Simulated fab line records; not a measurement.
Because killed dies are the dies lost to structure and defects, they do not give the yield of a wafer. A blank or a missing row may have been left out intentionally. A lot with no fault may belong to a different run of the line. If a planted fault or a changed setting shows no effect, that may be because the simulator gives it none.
fab line records | flow sky130
[record] lots = 5 wafers = 15 last_day = 49
route steps=708 shown SD_P@327 RES_XHIGH@332 SD_N@342 SALICIDE@361 PAD_OPEN@708
lots with no fault: from the same line, run without faults
start_h: the number of hours between the record's first day and the start of the first shown wafer of the lot | wait_h: hours since the lot's step before | " unchanged from the row above | L1.1+2: a row that stands for several wafers | - no value present, or no start provided | * or withheld: withheld | < > ~ a bound
route shown NAME@n: names a module that has steps shown in the file, with the first one's number in the route | usual: mean/standard deviation taken from wafers without a fault | same: alike in all rows | chamber/n: place in a boat | sites: readings site by site | _std_site: the standard deviation of these | _edge_site: mean of outer sites minus mean of inner sites | radius_mm: how far each site lies from the wafer's centre | mask NAME#n: copy n | behind: the last tool/chamber to shape the wafer | hold: what put the lot on hold/how long, in hours/how the hold closed | device: which transistor (n, p or np) failed to switch | end of line: the tests these same wafers got at the end of their route | a step given without rows: its recipe and nothing more | killed: not the wafer's yield, but the dies lost to structure and defects at the first sort | map: a wafer's dies, x killed, . not, _ none there
set.NAME: setting as actually run; set.NAME@STEP: the setting as run at that earlier step | model.NAME: the simulator's own value behind a step, which no gauge read
lots at selected steps of the route; one table per step, one row per wafer
services: the hour from which a tool's chamber was out of use, counted from the record's first day as start_h (under 0 if before that day), plus the number of hours and why
[[steps]]
[step SKY_SD_P_CD_MEAS_07]
[recipe] target_cd_nm = 380
[usual] cd_nm = 380.6/2.7
// columns lot.wafer tool chamber start_h wait_h cd_nm
L466.2 cd_sem-02 - 624.14 0.1 379.0
L466.4 " - " " 380.0
L466.5 " - " " 379.8
L470.3 cd_sem-02 - 655.60 0.1 381.8
L470.5 " - " " 382.6
L470.6 " - " " 379.7
L472.3 cd_sem-01 - 673.60 0.1 379.3
L472.4 " - " " 380.3
L472.5 " - " " 380.5
L477.1 cd_sem-02 - 712.07 0.1 381.3
L477.2 " - " " 382.5
L477.6 " - " " 381.1
L480.1 cd_sem-01 - 739.66 0.1 384.6
L480.3 " - " " 380.8
L480.4 " - " " 381.1
[step SKY_SD_P_OVL_MEAS_08]
[usual] SD_P_OVL = 0.2/1.2
// columns lot.wafer tool chamber start_h wait_h SD_P_OVL[nm]
L466.2 overlay-01 - 624.25 0.1 0.3
L466.4 " - " " -0.2
L466.5 " - " " -0.8
L470.3 overlay-02 - 655.69 0.1 0.8
L470.5 " - " " 0.8
L470.6 " - " " 2.5
L472.3 overlay-01 - 673.69 0.1 3.3
L472.4 " - " " 0.0
L472.5 " - " " 0.7
L477.1 overlay-02 - 712.19 0.1 0.5
L477.2 " - " " 0.7
L477.6 " - " " 1.8
L480.1 overlay-02 - 739.78 0.1 2.3
L480.3 " - " " -0.3
L480.4 " - " " 1.2
[step SKY_SD_P_IMPLANT_09]
[recipe] species = BF2 energy_kev = 20 dose_cm2 = 3e+15 tilt_deg = 0
[step SKY_SD_P_STRIP_10]
[recipe] chemistry = O2/N2 power_w = 1400 pressure_mtorr = 1500 platen_temp_c = withheld o2_flow_sccm = 3000 n2_flow_sccm = 300 overash_fraction = 0.5
[usual] drypump_motor_current_A = 5.96/0.27 oes_product_au = 0.617/0.0042 strip_time_to_endpoint_s = 17.49/0.039
// columns lot.wafer tool chamber start_h wait_h drypump_motor_current_A oes_product_au rf_hours_counter_h strip_time_to_endpoint_s
L466.2 plasma_asher-02 0 624.43 0.1 5.96 0.611 20 17.46
L466.4 " 0 " " 5.95 0.616 - 17.48
L466.5 " 0 " " 5.97 0.614 - 17.46
L470.3 plasma_asher-02 1 655.90 0.1 6.03 0.606 - 17.46
L470.5 " 0 " " 5.97 0.619 - 17.49
L470.6 " 1 " " 6.03 0.616 - 17.48
L472.3 plasma_asher-03 1 673.90 0.1 5.79 0.609 - 17.51
L472.4 " 0 " " 6.31 0.620 - 17.50
L472.5 " 1 " " 5.77 0.611 - 17.51
L477.1 plasma_asher-02 0 712.38 0.1 5.96 0.619 29 17.47
L477.2 " 1 " " 6.02 0.618 29 17.51
L477.6 " 1 " " 6.02 0.616 - 17.50
L480.1 plasma_asher-01 1 739.96 0.1 5.48 0.615 63 17.50
L480.3 " 0 " " 6.09 0.617 - 17.50
L480.4 " 1 " " 5.42 0.618 - 17.46
[step SKY_SD_P_TW_MEAS_11]
[usual] SD_P_TW = 2799/13
// columns lot.wafer tool chamber start_h wait_h SD_P_TW
L466.2 film_metro-03 - 624.54 0.1 2782
L466.4 " - " " 2779
L466.5 " - " " 2786
L470.3 film_metro-02 - 655.98 0.1 2779
L470.5 " - " " 2796
L470.6 " - " " 2802
L472.3 film_metro-04 - 673.98 0.1 2808
L472.4 " - " " 2806
L472.5 " - " " 2797
L477.1 film_metro-04 - 712.48 0.1 2814
L477.2 " - " " 2805
L477.6 " - " " 2803
L480.1 film_metro-04 - 740.06 0.1 2763
L480.3 " - " " 2784
L480.4 " - " " 2798
[step SKY_RES_XHIGH_DEHYDRATE_00]
[recipe] temp_c = 200 time_s = 60
[step SKY_RES_XHIGH_HMDS_01]
[recipe] prime_time_s = 60 prime_temp_c = 120
[step SKY_RES_XHIGH_COAT_02]
[recipe] resist = NOVOLAK spin_rpm = 3000 resist_thk_nm = 1140
[step SKY_RES_XHIGH_SOFTBAKE_03]
[recipe] temp_c = 90 time_s = 60 resist = NOVOLAK
[step SKY_RES_XHIGH_EXPOSE_04]
[recipe] mask_id = URPM na = 0.6 source_shape = conventional sigma_outer = 0.6 polarization = unpolarized target_cd_nm = 1270 dose_mj = 140
[step SKY_RES_XHIGH_PEB_05]
[recipe] temp_c = withheld time_s = * resist = NOVOLAK
[step SKY_RES_XHIGH_DEVELOP_06]
[recipe] resist = NOVOLAK developer = TMAH develop_time_s = 60 dev_temp_c = 23
[step SKY_RES_XHIGH_IMPLANT_07]
[recipe] species = BF2 energy_kev = 20 dose_cm2 = 3.6e+14 tilt_deg = 0
// columns lot.wafer tool chamber start_h wait_h
L466.2+4+5 implanter-04 0 652.46 0.1
L470.3+5+6 implanter-02 0 683.99 0.1
L472.3+4+5 implanter-01 0 701.29 0.1
L477.1+2+6 implanter-04 0 740.07 0.1
L480.1+3+4 implanter-04 0 766.37 0.1
[step SKY_RES_XHIGH_STRIP_08]
[recipe] chemistry = O2/N2 power_w = 1400 pressure_mtorr = 1500 platen_temp_c = withheld o2_flow_sccm = 3000 n2_flow_sccm = 300 overash_fraction = 0.5
[usual] drypump_motor_current_A = 5.97/0.29 oes_product_au = 0.711/0.0044 strip_time_to_endpoint_s = 14.26/0.043
// columns lot.wafer tool chamber start_h wait_h drypump_motor_current_A oes_product_au rf_hours_counter_h strip_time_to_endpoint_s
L466.2 plasma_asher-02 0 652.59 0.1 5.94 0.716 22 14.25
L466.4 " 0 " " 5.94 0.714 - 14.21
L466.5 " 1 " " 6.00 0.712 - 14.23
L470.3 plasma_asher-03 0 684.12 0.1 6.33 0.717 - 14.29
L470.5 " 1 " " 5.79 0.712 - 14.28
L470.6 " 0 " " 6.33 0.704 - 14.30
L472.3 plasma_asher-03 1 701.42 0.1 5.77 0.714 - 14.31
L472.4 " 0 " " 6.32 0.709 - 14.26
L472.5 " 1 " " 5.77 0.713 - 14.32
L477.1 plasma_asher-03 1 740.22 0.1 5.77 0.715 85 14.20
L477.2 " 0 " " 6.31 0.715 85 14.20
L477.6 " 1 " " 5.78 0.706 - 14.23
L480.1 plasma_asher-02 1 766.52 0.1 6.00 0.709 33 14.17
L480.3 " 0 " " 5.92 0.707 - 14.24
L480.4 " 1 " " 6.00 0.714 - 14.19
[step SKY_RES_XHIGH_TW_MEAS_09]
[usual] RES_XHIGH_TW = 1623/9.1
// columns lot.wafer tool chamber start_h wait_h RES_XHIGH_TW
L466.2 film_metro-02 - 652.70 0.1 1624
L466.4 " - " " 1621
L466.5 " - " " 1627
L470.3 film_metro-04 - 684.21 0.1 1617
L470.5 " - " " 1623
L470.6 " - " " 1628
L472.3 film_metro-04 - 701.51 0.1 1637
L472.4 " - " " 1616
L472.5 " - " " 1628
L477.1 film_metro-04 - 740.32 0.1 1616
L477.2 " - " " 1618
L477.6 " - " " 1616
L480.1 film_metro-03 - 766.62 0.1 1607
L480.3 " - " " 1608
L480.4 " - " " 1607
[step SKY_SD_N_DEHYDRATE_00]
[recipe] temp_c = 200 time_s = 60
[step SKY_SD_N_HMDS_01]
[recipe] prime_time_s = 60 prime_temp_c = 120
[step SKY_SD_N_COAT_02]
[recipe] resist = NOVOLAK spin_rpm = 3000 resist_thk_nm = 1140
[step SKY_SD_N_SOFTBAKE_03]
[recipe] temp_c = 90 time_s = 60 resist = NOVOLAK
[step SKY_SD_N_EXPOSE_04]
[recipe] mask_id = NSDM na = 0.6 source_shape = conventional sigma_outer = 0.6 polarization = unpolarized target_cd_nm = 380 dose_mj = 141
[step SKY_SD_N_PEB_05]
[recipe] temp_c = withheld time_s = * resist = NOVOLAK
[step SKY_SD_N_DEVELOP_06]
[recipe] resist = NOVOLAK developer = TMAH develop_time_s = 60 dev_temp_c = 23
[step SKY_SD_N_CD_MEAS_07]
[recipe] target_cd_nm = 380
[usual] cd_nm = 379/3
// columns lot.wafer tool chamber start_h wait_h cd_nm
L466.2 cd_sem-01 - 680.18 0.1 375
L466.4 " - " " 378
L466.5 " - " " 374
L470.3 cd_sem-01 - 711.90 0.1 380
L470.5 " - " " 380
L470.6 " - " " 384
L472.3 cd_sem-01 - 728.77 0.1 377
L472.4 " - " " 378
L472.5 " - " " 378
L477.1 cd_sem-02 - 767.14 0.1 382
L477.2 " - " " 383
L477.6 " - " " 381
L480.1 cd_sem-01 - 792.59 0.1 386
L480.3 " - " " 383
L480.4 " - " " 384
[step SKY_SD_N_OVL_MEAS_08]
[usual] SD_N_OVL = 0.2/1.2
// columns lot.wafer tool chamber start_h wait_h SD_N_OVL[nm]
L466.2 overlay-02 - 680.28 0.1 0.2
L466.4 " - " " -1.8
L466.5 " - " " 0.7
L470.3 overlay-01 - 711.99 0.1 3.5
L470.5 " - " " 1.3
L470.6 " - " " 1.8
L472.3 overlay-01 - 728.86 0.1 0.8
L472.4 " - " " 1.0
L472.5 " - " " 0.2
L477.1 overlay-02 - 767.26 0.1 -1.9
L477.2 " - " " 0.2
L477.6 " - " " 0.3
L480.1 overlay-02 - 792.71 0.1 -1.2
L480.3 " - " " 0.6
L480.4 " - " " -0.7
[step SKY_SD_N_IMPLANT_09]
[recipe] species = As energy_kev = 50 dose_cm2 = 4e+15 tilt_deg = 0
[step SKY_SD_N_IMPLANT_10]
[recipe] species = P energy_kev = 20 dose_cm2 = 1e+14 tilt_deg = 0
[step SKY_SD_N_STRIP_11]
[recipe] chemistry = O2/N2 power_w = 1400 pressure_mtorr = 1500 platen_temp_c = withheld o2_flow_sccm = 3000 n2_flow_sccm = 300 overash_fraction = 0.5
[usual] drypump_motor_current_A = 5.8/0.41 oes_product_au = 0.527/0.0046 strip_time_to_endpoint_s = 22.54/0.036
// columns lot.wafer tool chamber start_h wait_h drypump_motor_current_A oes_product_au rf_hours_counter_h strip_time_to_endpoint_s
L466.2 plasma_asher-04 1 680.61 0.1 6.3 0.523 100 22.54
L466.4 " 1 " " 6.3 0.533 - 22.52
L466.5 " 1 " " 6.3 0.531 - 22.56
L470.3 plasma_asher-01 1 712.35 0.1 5.4 0.529 - 22.46
L470.5 " 1 " " 5.4 0.526 - 22.49
L470.6 " 0 " " 6.1 0.523 - 22.53
L472.3 plasma_asher-04 1 729.22 0.1 6.3 0.532 - 22.47
L472.4 " 0 " " 5.4 0.524 - 22.46
L472.5 " 0 " " 5.4 0.532 - 22.50
L477.1 plasma_asher-01 0 767.59 0.1 6.1 0.530 66 22.52
L477.2 " 1 " " 5.4 0.527 66 22.53
L477.6 " 0 " " 6.1 0.528 - 22.56
L480.1 plasma_asher-04 1 793.04 0.1 6.3 0.529 6 22.49
L480.3 " 0 " " 5.4 0.532 - 22.59
L480.4 " 1 " " 6.3 0.529 - 22.55
[step SKY_SD_N_TW_MEAS_12]
[usual] SD_N_TW = 3952/26
// columns lot.wafer tool chamber start_h wait_h SD_N_TW
L466.2 film_metro-03 - 680.72 0.1 3951
L466.4 " - " " 3938
L466.5 " - " " 3945
L470.3 film_metro-03 - 712.43 0.1 3990
L470.5 " - " " 3982
L470.6 " - " " 3979
L472.3 film_metro-04 - 729.30 0.1 3945
L472.4 " - " " 3941
L472.5 " - " " 3958
L477.1 film_metro-02 - 767.69 0.1 3914
L477.2 " - " " 3941
L477.6 " - " " 3921
L480.1 film_metro-02 - 793.14 0.1 3912
L480.3 " - " " 3911
L480.4 " - " " 3911
[step SKY_SD_N_CLEAN_13]
[recipe] chemistry = SC1/SC2 mix = 1:4:20 temp_c = 70 time_s = 150 dry = n2_spin
[step SKY_SD_N_RTA_14]
[recipe] temp_c = 1075 time_s = 2 idle_temp_c = 650 ramp_up_c_per_s = 150 ramp_down_c_per_s = 90 ambient = N2
[usual] lamp_power_pct = 15.74/0.052 wafer_temp_C_max = 1077.9/1.2
// columns lot.wafer tool chamber start_h wait_h lamp_power_pct wafer_temp_C_max
L466.2 rtp_anneal-02 0 680.84 0.0 15.81 1077.7
L466.4 " 0 " " 15.61 1076.2
L466.5 " 0 " " 15.74 1076.4
L470.3 rtp_anneal-02 0 712.55 0.0 15.75 1076.6
L470.5 " 0 " " 15.67 1077.6
L470.6 " 0 " " 15.71 1078.8
L472.3 rtp_anneal-02 0 729.41 0.0 15.73 1078.5
L472.4 " 0 " " 15.78 1077.5
L472.5 " 0 " " 15.74 1077.5
L477.1 rtp_anneal-01 0 767.80 0.0 15.80 1076.8
L477.2 " 0 " " 15.72 1078.1
L477.6 " 0 " " 15.78 1076.9
L480.1 rtp_anneal-02 0 793.25 0.0 15.73 1076.8
L480.3 " 0 " " 15.77 1077.4
L480.4 " 0 " " 15.72 1076.6
[step SKY_SD_N_RS_MEAS_16]
[recipe] thk_meas_gauge = four-point-probe
[usual] SD_N_RS = 68.58/0.11
// columns lot.wafer tool chamber start_h wait_h SD_N_RS[ohm/sq]
L466.2 film_metro-04 - 681.02 0.1 68.67
L466.4 " - " " 68.80
L466.5 " - " " 68.70
L470.3 film_metro-02 - 712.74 0.1 68.62
L470.5 " - " " 68.54
L470.6 " - " " 68.56
L472.3 film_metro-02 - 729.61 0.1 68.51
L472.4 " - " " 68.72
L472.5 " - " " 68.70
L477.1 film_metro-03 - 767.98 0.1 68.40
L477.2 " - " " 68.67
L477.6 " - " " 68.60
L480.1 film_metro-03 - 793.43 0.1 68.31
L480.3 " - " " 68.47
L480.4 " - " " 68.46
[step SKY_SD_N_RS_MEAS_17]
[recipe] thk_meas_gauge = four-point-probe
[usual] SD_P_RS = 147.1/0.33
// columns lot.wafer tool chamber start_h wait_h SD_P_RS[ohm/sq]
L466.2 film_metro-04 - 681.14 0.1 147.4
L466.4 " - " " 147.7
L466.5 " - " " 147.4
L470.3 film_metro-02 - 712.86 0.1 147.0
L470.5 " - " " 146.9
L470.6 " - " " 146.6
L472.3 film_metro-02 - 729.73 0.1 147.2
L472.4 " - " " 147.5
L472.5 " - " " 147.0
L477.1 film_metro-03 - 768.10 0.1 146.9
L477.2 " - " " 147.3
L477.6 " - " " 147.4
L480.1 film_metro-03 - 793.55 0.1 146.8
L480.3 " - " " 146.5
L480.4 " - " " 146.7
[step SKY_SD_N_RS_MEAS_18]
[recipe] thk_meas_gauge = four-point-probe
[usual] RES_XHIGH_RS = 333.5/1.3
// columns lot.wafer tool chamber start_h wait_h RES_XHIGH_RS[ohm/sq]
L466.2 film_metro-04 - 681.26 0.1 330.8
L466.4 " - " " 332.7
L466.5 " - " " 331.5
L470.3 film_metro-02 - 712.98 0.1 333.7
L470.5 " - " " 332.5
L470.6 " - " " 333.0
L472.3 film_metro-02 - 729.85 0.1 332.1
L472.4 " - " " 334.0
L472.5 " - " " 331.9
L477.1 film_metro-03 - 768.22 0.1 334.6
L477.2 " - " " 333.7
L477.6 " - " " 333.8
L480.1 film_metro-03 - 793.67 0.1 346.6
L480.3 " - " " 345.7
L480.4 " - " " 346.1
[step SKY_SALICIDE_CLEAN_00]
[recipe] chemistry = HF-last time_s = 30 dilution = 100:1 dry = ipa_marangoni
[step SKY_PAD_OPEN_PROBE_99]
[usual] killed_at_M0_to_M3 = 43/6.6 killed_at_M4_up = 3.4/1.8 killed_at_contacts = 24/4.9 killed_at_front_end = 15/4.1 killed_at_other = 0.3/0.55 killed_dies = 85/8.8 killed_open = 46/6.1 killed_short = 39/5.7
[same] gross_dies = 492 killed_at_back_side = 0
// columns lot.wafer tool chamber start_h wait_h killed_at_M0_to_M3 killed_at_M4_up killed_at_contacts killed_at_front_end killed_at_other killed_dies killed_open killed_short model.etest.res_xhigh_po.line_ohm_um model.etest.res_xhigh_po.rs_ohm_sq model.etest.res_xhigh_po.rs_ohm_sq_range model.etest.res_xhigh_po.rs_ohm_sq_rim_less_centre
L466.2 prober-02 - 1102.06 0.1 42 5 28 16 0 91 52 39 5857 2040 26.94 -5.906
L466.4 prober-02 - 1102.16 0.2 44 1 23 12 0 80 49 31 5930 2099 43.87 12.26
L466.5 prober-02 - 1102.21 0.2 46 3 19 16 1 85 46 39 5801 1970 37.46 8.812
L470.3 prober-02 - 1124.96 0.2 40 3 17 15 0 75 36 39 5770 2010 34.47 -11.24
L470.5 prober-02 - 1125.06 0.2 43 5 23 11 0 82 52 30 5683 1997 64.23 -14.98
L470.6 prober-02 - 1125.11 0.2 43 5 20 13 2 83 46 37 5557 1953 26.56 -13.82
L472.3 prober-02 - 1139.37 0.2 40 4 28 13 1 86 48 38 5844 2071 59.05 40.5
L472.4 prober-02 - 1139.42 0.2 46 4 23 18 0 91 50 41 5782 2020 51.74 41.87
L472.5 prober-02 - 1139.47 0.2 49 3 35 12 0 99 52 47 5644 1992 69.19 58.7
L477.1 prober-01 - 1161.23 0.1 46 0 21 17 0 84 52 32 5659 1989 112.7 -72.02
L477.2 prober-01 - 1161.28 0.1 48 3 25 8 0 84 45 39 5582 1953 123.3 -101.6
L477.6 prober-01 - 1161.48 0.2 43 5 25 14 0 87 45 42 5683 2016 99.78 -83.78
L480.1 prober-02 - 1182.01 0.1 47 5 24 23 0 99 61 37 6900 2456 422.2 -113.8
L480.3 prober-02 - 1182.11 0.2 39 2 27 11 0 79 43 35 6742 2373 433.6 -98.17
L480.4 prober-02 - 1182.16 0.2 50 1 27 14 0 92 50 41 6547 2297 400.1 -113
// killed by level:class
L466.2 VIA1:geometric_particle:open=12 LI_CONTACT:geometric_particle:open=9 CONTACT:geometric_particle:open=8 VIA1:geometric_particle:short=6 CONTACT:geometric_particle:short=6 VIA2:geometric_particle:open=6 FIELD_ISO:geometric_particle:short=5 POLY_GATE:geometric_particle:open=4
L466.4 LI_CONTACT:geometric_particle:open=10 CONTACT:geometric_particle:open=8 VIA1:geometric_particle:open=8 VIA2:geometric_particle:open=7 METAL1:geometric_particle:short=5 METAL2:geometric_particle:short=5 VIA1:geometric_particle:short=5 FIELD_ISO:geometric_particle:open=3
L466.5 VIA2:geometric_particle:open=12 VIA1:geometric_particle:open=10 METAL2:geometric_particle:short=7 CONTACT:geometric_particle:open=6 POLY_GATE:geometric_particle:open=4 VIA2:geometric_particle:short=4 LI_CONTACT:geometric_particle:open=4 LOCAL_INTERCONNECT:geometric_particle:short=4
L470.3 VIA3:geometric_particle:open=9 CONTACT:geometric_particle:open=7 LI_CONTACT:geometric_particle:open=6 METAL2:geometric_particle:short=6 FIELD_ISO:geometric_particle:short=5 VIA2:geometric_particle:open=5 VIA2:geometric_particle:short=5 POLY_GATE:geometric_particle:short=4
L470.5 VIA1:geometric_particle:open=14 VIA3:geometric_particle:open=10 LI_CONTACT:geometric_particle:open=9 LOCAL_INTERCONNECT:geometric_particle:short=6 METAL1:geometric_particle:short=4 VIA2:geometric_particle:open=4 METAL3:geometric_particle:short=4 FIELD_ISO:geometric_particle:open=3
L470.6 VIA1:geometric_particle:open=9 VIA2:geometric_particle:open=9 LI_CONTACT:geometric_particle:open=6 METAL2:geometric_particle:short=6 VIA3:geometric_particle:open=6 CONTACT:geometric_particle:short=5 LOCAL_INTERCONNECT:geometric_particle:short=4 VIA1:geometric_particle:short=4
L472.3 LI_CONTACT:geometric_particle:open=13 CONTACT:geometric_particle:open=7 VIA2:geometric_particle:open=7 VIA1:geometric_particle:short=7 VIA3:geometric_particle:open=6 LI_CONTACT:geometric_particle:short=5 POLY_GATE:geometric_particle:open=4 VIA1:geometric_particle:open=4
L472.4 LI_CONTACT:geometric_particle:open=11 VIA1:geometric_particle:open=11 VIA2:geometric_particle:open=7 VIA2:geometric_particle:short=6 FIELD_ISO:geometric_particle:short=5 FIELD_ISO:geometric_particle:open=5 CONTACT:geometric_particle:short=5 METAL2:geometric_particle:short=5
L472.5 CONTACT:geometric_particle:open=11 VIA1:geometric_particle:short=8 VIA2:geometric_particle:open=8 VIA3:geometric_particle:open=7 LI_CONTACT:geometric_particle:short=7 VIA1:geometric_particle:open=6 LI_CONTACT:geometric_particle:open=6 CONTACT:geometric_particle:short=5
L477.1 CONTACT:geometric_particle:open=12 VIA2:geometric_particle:open=11 VIA1:geometric_particle:open=8 METAL1:geometric_particle:short=6 FIELD_ISO:geometric_particle:open=5 POLY_GATE:geometric_particle:open=5 LOCAL_INTERCONNECT:geometric_particle:short=4 VIA2:geometric_particle:short=4
L477.2 LI_CONTACT:geometric_particle:open=11 METAL1:geometric_particle:short=7 VIA1:geometric_particle:short=7 VIA1:geometric_particle:open=7 CONTACT:geometric_particle:open=6 METAL2:geometric_particle:short=6 VIA3:geometric_particle:open=6 VIA2:geometric_particle:open=5
L477.6 VIA1:geometric_particle:open=11 CONTACT:geometric_particle:open=8 VIA2:geometric_particle:open=7 CONTACT:geometric_particle:short=6 METAL1:geometric_particle:short=6 METAL2:geometric_particle:short=6 POLY_GATE:geometric_particle:open=5 LOCAL_INTERCONNECT:geometric_particle:short=5
L480.1 CONTACT:geometric_particle:open=11 VIA3:geometric_particle:open=9 VIA2:geometric_particle:open=8 POLY_GATE:geometric_particle:open=6 LI_CONTACT:geometric_particle:open=6 METAL1:geometric_particle:short=6 VIA1:geometric_particle:open=6 METAL4:geometric_particle:short=5
L480.3 VIA1:geometric_particle:open=15 CONTACT:geometric_particle:open=9 LOCAL_INTERCONNECT:geometric_particle:short=5 METAL2:geometric_particle:short=5 VIA1:geometric_particle:short=4 POLY_GATE:geometric_particle:short=4 LI_CONTACT:geometric_particle:short=4 METAL1:geometric_particle:short=4
L480.4 CONTACT:geometric_particle:open=13 METAL1:geometric_particle:short=8 VIA1:geometric_particle:open=7 VIA2:geometric_particle:short=7 VIA2:geometric_particle:open=6 LOCAL_INTERCONNECT:geometric_particle:short=5 METAL1:geometric_particle:open=5 VIA1:geometric_particle:short=5
[[services]]
// columns tool chamber start_h hours kind
plasma_asher-02 - 600.76 0.3 repair
implanter-02 - 653.01 1.2 repair
plasma_asher-04 - 663.99 4.2 repair
implanter-01 - 669.66 1.6 repair
implanter-04 - 690.71 4.5 pm
implanter-01 - 694.39 1.9 repair
implanter-02 - 702.03 0.7 repair
plasma_asher-02 - 717.03 2.8 pm
plasma_asher-02 - 721.55 6.8 repair
plasma_asher-04 - 733.75 9.0 pm
plasma_asher-04 0 733.75 9.0 vent_cycle
plasma_asher-04 1 733.75 9.0 vent_cycle
plasma_asher-04 0 742.75 - clean
plasma_asher-04 1 742.75 - clean
implanter-01 - 747.27 5.0 pm
plasma_asher-03 - 752.80 4.3 pm
implanter-02 - 753.10 5.8 repair
implanter-02 - 758.92 6.2 pm
plasma_asher-03 - 782.06 28.1 pm
[[key]]
[first_sign] step = SKY_SD_N_RS_MEAS_18 reading = RES_XHIGH_RS direction = up sigmas = 9.4 usual = 333.5 struck = 346.1
effect none on later readings
[model_effect] step = SKY_PAD_OPEN_PROBE_99 value = etest.res_xhigh_po.line_ohm_um without = 5637 struck = 6730
met_at SKY_RES_XHIGH_IMPLANT_07
struck_wafers L480.1,L480.3,L480.4
tester_left_out L480
onset_between 740.07 766.37
also_fits time
[fault] kind = process_parameter_drift tool = implanter-04 chamber = - onset_h = 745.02 steps = SKY_RES_XHIGH_IMPLANT_07 channel = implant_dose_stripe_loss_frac offset = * shape = step end_h = 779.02
// tester_left_out: of these lots the tester's yield and bins aren't shown, on N5 and GAA mostly nor the transistor test; their killed dies are dies lost to structure and defects alone, not to doping, threshold or leakage, so they don't give the yield
